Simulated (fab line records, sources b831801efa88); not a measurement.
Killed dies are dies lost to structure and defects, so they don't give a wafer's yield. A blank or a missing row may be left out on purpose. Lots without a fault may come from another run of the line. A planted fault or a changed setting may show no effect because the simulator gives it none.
A struck lot beside a sound one | flow gf180mcu | 14 steps out of a route of 602
Sound: wafers L238.1, L238.2, L238.3. Struck: wafers L242.1, L242.2, L242.3. The cause comes at the end.
At each step with rows: each side's tool, then ch and its chambers, then its first start. Under that, the readings that differ: sound wafers | struck wafers | difference of the means | sigmas: that difference in standard deviations of wafers without a fault.
alike: readings whose means differ by less than 2 such deviations, and words and numbers that are the same on both sides. not compared: withheld readings, readings that some wafer has no value for, bounds like >300 that may hide the same value, and numbers for which the record gives no deviation and whose values overlap.
The two part at a step that has a row with sigmas, a row that says differs or no value, or rows on one side only. Numbers that don't overlap but have no deviation are shown without sigmas and don't part them. A reading that every wafer of one side lacks parts them only if that side has two wafers or more.

first, 5 steps without rows for these wafers: GF_V3_COAT_09 (resist thk 1000 nm); GF_V3_SOFTBAKE_10 (time 60 s); GF_V3_EXPOSE_11 (exposes mask Via3, target cd 260 nm); GF_V3_PEB_12 (peb time 90 s); GF_V3_DEVELOP_13 (develop time 60 s).
GF_V3_CD_MEAS_14: target cd 260 nm.
  sound on cd_sem-02, day 25 23:03; struck on cd_sem-01, day 27 09:12
  alike: cd_nm
GF_V3_OVL_MEAS_15:
  sound on overlay-01, day 25 23:10; struck on overlay-02, day 27 09:19
  alike: V3_OVL
GF_V3_ETCH_16: etches BARC in N2/H2.
  sound on rie_diel-04 ch 0,1,3, day 25 23:12; struck on rie_diel-04 ch 0,1,2, day 27 09:21
  alike: drypump_motor_current_A, oes_product_au, throttle_valve_pct
GF_V3_ETCH_17: etches SiO2 in C4F8/O2/Ar, stops on TiN, target depth 635 nm.
  sound on rie_diel-04 ch 0,1,3; struck on rie_diel-04 ch 0,1,2
  alike: oes_product_au
GF_V3_STRIP_18: strips in O2/N2.
  sound on plasma_asher-02 ch 0,1, day 25 23:20; struck on plasma_asher-04 ch 0,1, day 27 09:29
  alike: drypump_motor_current_A, heater_power_w, oes_product_au
  not compared: rf_hours_counter_h
then, 2 steps without rows for these wafers: GF_V3_STRIP_19 (strips in post etch residue remover, time 1200 s); GF_V3_CLEAN_20 (cleans in DIW).
GF_V3_SPUTTER_21: material Ti, target thk 15 nm, time 80.02 s.
  sound on pvd_sputter-04, day 26 00:13; struck on pvd_sputter-04, day 27 10:04
  no value came back on the struck wafers for cathode_dc_power_W (W), chamber_pressure_pa (Pa), throttle_valve_pct (%); on the sound wafers cathode_dc_power_W (W) reads 2586.8 2586.8 2587.0
GF_V3_SPUTTER_22: material TiN, target thk 10 nm, time 40 s.
  sound on pvd_sputter-04, day 26 00:16; struck on pvd_sputter-04, day 27 10:07
  alike: cathode_dc_power_W, chamber_pressure_pa, throttle_valve_pct

WHERE THEY PART
Only at GF_V3_SPUTTER_21, within this record. Later steps at which nothing parts them and some readings are alike: GF_V3_SPUTTER_22.

WHY: what the simulator had put in
Skipped step whole: pvd_sputter-04, from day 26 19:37 on, at GF_V3_SPUTTER_21. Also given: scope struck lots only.
